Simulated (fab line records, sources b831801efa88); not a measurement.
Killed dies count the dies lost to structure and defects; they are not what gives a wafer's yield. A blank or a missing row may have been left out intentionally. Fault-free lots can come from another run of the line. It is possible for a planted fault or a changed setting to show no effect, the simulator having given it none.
What tool caused it? + flow gf180mcu + 14 lots, 42 wafers sampled, at 5 steps of a route of 602

== WHAT THE GAUGES SHOWED, per wafer ==
GF_DUAL_GATE_THK_MEAS_03.
| lot  | measured     | on            | DUAL_GATE_OXIDATION_00_THK (nm) |
|------|--------------|---------------|---------------------------------|
| L915 | day 7 22:40  | film_metro-04 | 10.91 10.87 10.74               |
| L916 | day 8 01:16  | film_metro-02 | 10.62 10.71 10.70               |
| L917 | day 8 09:58  | film_metro-03 | 10.84 10.99 11.02               |
| L918 | day 8 18:26  | film_metro-04 | 10.99 10.70 10.78               |
| L920 | day 9 06:06  | film_metro-03 | 11.29 11.25 11.18               |
| L922 | day 9 18:38  | film_metro-04 | 11.09 11.08 11.20               |
| L923 | day 10 03:16 | film_metro-03 | 12.19 12.29 12.27               |
| L925 | day 10 18:13 | film_metro-02 | 12.24 12.25 12.16               |
| L931 | day 12 16:28 | film_metro-02 | 11.00 10.92 10.69               |
| L932 | day 12 23:18 | film_metro-04 | 11.29 11.16 11.15               |
| L934 | day 13 10:18 | film_metro-04 | 11.07 11.25 11.29               |
| L935 | day 13 15:31 | film_metro-04 | 10.98 11.12 11.15               |
| L936 | day 13 21:19 | film_metro-04 | 10.62 10.69 10.61               |
| L937 | day 14 06:54 | film_metro-04 | 11.16 11.03 11.11               |

GF_M2_OVL_MEAS_15.
| lot  | measured     | on         | M2_OVL (nm) |
|------|--------------|------------|-------------|
| L915 | day 19 10:02 | overlay-01 | 6 -3 4      |
| L916 | day 19 13:07 | overlay-01 | -12 -2 -14  |
| L917 | day 19 23:26 | overlay-01 | -3 -2 -3    |
| L918 | day 20 13:12 | overlay-01 | -3 -3 -5    |
| L920 | day 21 05:12 | overlay-01 | -7 -2 -6    |
| L922 | day 22 00:05 | overlay-02 | -2 -6 -11   |
| L923 | day 22 13:20 | overlay-02 | -9 -9 -8    |
| L925 | day 23 11:05 | overlay-01 | 1 6 0       |
| L931 | day 25 22:52 | overlay-02 | -5 -5 -10   |
| L932 | day 26 03:20 | overlay-02 | 4 9 0       |
| L934 | day 26 10:31 | overlay-02 | -5 -4 -11   |
| L935 | day 26 13:56 | overlay-02 | -8 -9 -10   |
| L936 | day 26 22:00 | overlay-02 | -5 0 0      |
| L937 | day 27 07:01 | overlay-01 | -1 -3 -6    |

GF_V2_OVL_MEAS_15.
| lot  | measured     | on         | V2_OVL (nm) |
|------|--------------|------------|-------------|
| L915 | day 20 12:11 | overlay-02 | 9 -1 4      |
| L916 | day 20 15:26 | overlay-01 | 6 1 7       |
| L917 | day 21 02:14 | overlay-02 | -5 -6 -3    |
| L918 | day 21 14:48 | overlay-02 | -7 -5 -1    |
| L920 | day 22 06:33 | overlay-02 | 2 1 6       |
| L922 | day 23 00:40 | overlay-02 | 1 5 -1      |
| L923 | day 23 13:19 | overlay-01 | -1 2 -2     |
| L925 | day 24 10:34 | overlay-01 | -5 -6 -2    |
| L931 | day 26 20:43 | overlay-02 | -1 -2 -3    |
| L932 | day 27 01:40 | overlay-01 | -6 1 0      |
| L934 | day 27 08:29 | overlay-02 | 1 1 3       |
| L935 | day 27 11:32 | overlay-02 | -1 -1 -2    |
| L936 | day 27 19:18 | overlay-02 | 3 4 7       |
| L937 | day 28 03:40 | overlay-02 | -1 3 11     |

== EACH LOT AND THE TOOL THAT RAN IT (in order: tool; ch and the chambers of the sampled wafers; start) ==
| lot  | GF_DUAL_GATE_OXIDATION_02     | GF_V1_SPUTTER_22             |
|------|-------------------------------|------------------------------|
| L915 | furnace-01 ch 0, day 7 21:13  | pvd_sputter-01, day 18 09:01 |
| L916 | furnace-01 ch 0, day 7 23:49  | pvd_sputter-03, day 18 12:31 |
| L917 | furnace-02 ch 0, day 8 08:31  | pvd_sputter-02, day 18 22:35 |
| L918 | furnace-01 ch 0, day 8 16:59  | pvd_sputter-02, day 19 11:09 |
| L920 | furnace-02 ch 0, day 9 04:38  | pvd_sputter-02, day 20 04:04 |
| L922 | furnace-02 ch 0, day 9 17:11  | pvd_sputter-02, day 20 23:40 |
| L923 | furnace-02 ch 0, day 10 01:49 | pvd_sputter-01, day 21 13:19 |
| L925 | furnace-02 ch 0, day 10 16:46 | pvd_sputter-02, day 22 10:37 |
| L931 | furnace-01 ch 0, day 12 15:01 | pvd_sputter-03, day 25 00:09 |
| L932 | furnace-01 ch 0, day 12 21:47 | pvd_sputter-03, day 25 05:10 |
| L934 | furnace-01 ch 0, day 13 08:51 | pvd_sputter-02, day 25 12:03 |
| L935 | furnace-01 ch 0, day 13 14:04 | pvd_sputter-02, day 25 16:20 |
| L936 | furnace-01 ch 0, day 13 19:51 | pvd_sputter-03, day 26 00:06 |
| L937 | furnace-01 ch 0, day 14 05:28 | pvd_sputter-02, day 26 09:46 |
- GF_DUAL_GATE_OXIDATION_02: stabilise 600 s, purge 300 s, target thk 10.887 nm.
- GF_V1_SPUTTER_22: material TiN, target thk 10 nm, time 40 s.

== WHAT THE TOOLS THEMSELVES READ (means of the sampled wafers that have a number; where no wafer has one, the mark that the record gives instead) ==
GF_DUAL_GATE_OXIDATION_02.
| lot  | tool       | ox_temp_c_max |
|------|------------|---------------|
| L915 | furnace-01 | 906.3         |
| L916 | furnace-01 | 905.7         |
| L917 | furnace-02 | 903.8         |
| L918 | furnace-01 | 906.2         |
| L920 | furnace-02 | 904.5         |
| L922 | furnace-02 | 905.8         |
| L923 | furnace-02 | 904.1         |
| L925 | furnace-02 | 904.2         |
| L931 | furnace-01 | 905.0         |
| L932 | furnace-01 | 906.0         |
| L934 | furnace-01 | 904.9         |
| L935 | furnace-01 | 904.9         |
| L936 | furnace-01 | 905.4         |
| L937 | furnace-01 | 904.2         |

GF_V1_SPUTTER_22.
| lot  | tool           | throttle_valve_pct (%) |
|------|----------------|------------------------|
| L915 | pvd_sputter-01 | 30.2                   |
| L916 | pvd_sputter-03 | 30.2                   |
| L917 | pvd_sputter-02 | 29.1                   |
| L918 | pvd_sputter-02 | 28.8                   |
| L920 | pvd_sputter-02 | 29.3                   |
| L922 | pvd_sputter-02 | 29.1                   |
| L923 | pvd_sputter-01 | 29.3                   |
| L925 | pvd_sputter-02 | 29.3                   |
| L931 | pvd_sputter-03 | 30.3                   |
| L932 | pvd_sputter-03 | 30.1                   |
| L934 | pvd_sputter-02 | 29.6                   |
| L935 | pvd_sputter-02 | 29.0                   |
| L936 | pvd_sputter-03 | 30.1                   |
| L937 | pvd_sputter-02 | 29.7                   |

== THE ANSWER, worked out from the rows above alone ==
Rule: the lots themselves supply what counts as usual. The widest of any qualifying gaps counts: lots, ordered by their means at a reading, are off when they make up no more than a third of the lots, leave a main group of 4 or more, and stand apart from it by 3 or more times the standard deviation of that group's means. A main group whose means are all the same, to the digits that the tables above print for the reading, isn't used. Also off: a lot with no number at a reading for which 4 or more lots have one. All remaining lots with rows at the step are treated as sound. The gauges are gone through in route order, then the tools' own readings, and for those a lot's mean is taken as printed above. The first step at which some lot is off is used, and at that step the reading that is off furthest; a lot without a number counts as furthest.
Off: L923, L925, at GF_DUAL_GATE_THK_MEAS_03 (DUAL_GATE_OXIDATION_00_THK). Mean 10.98 nm and standard deviation 0.2 in the main group.
If a tool, at a process step before that reading, ran all the lots that are off and no sound lot after the first of them, it fits. Gauges at GF_DUAL_GATE_THK_MEAS_03: tried the same way as those tools. One fits: GF_DUAL_GATE_OXIDATION_02 on furnace-02. A fault onset in the window from L922 (day 9 17:11, its last sound lot) to L923 (day 10 01:49, its first lot off) fits.

== WHAT THE SIMULATOR HAD INSERTED ==
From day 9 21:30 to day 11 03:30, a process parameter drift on furnace-02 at GF_DUAL_GATE_OXIDATION_02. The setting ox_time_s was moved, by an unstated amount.
Shown lots that were struck: L923, L925. The rule above found the same.
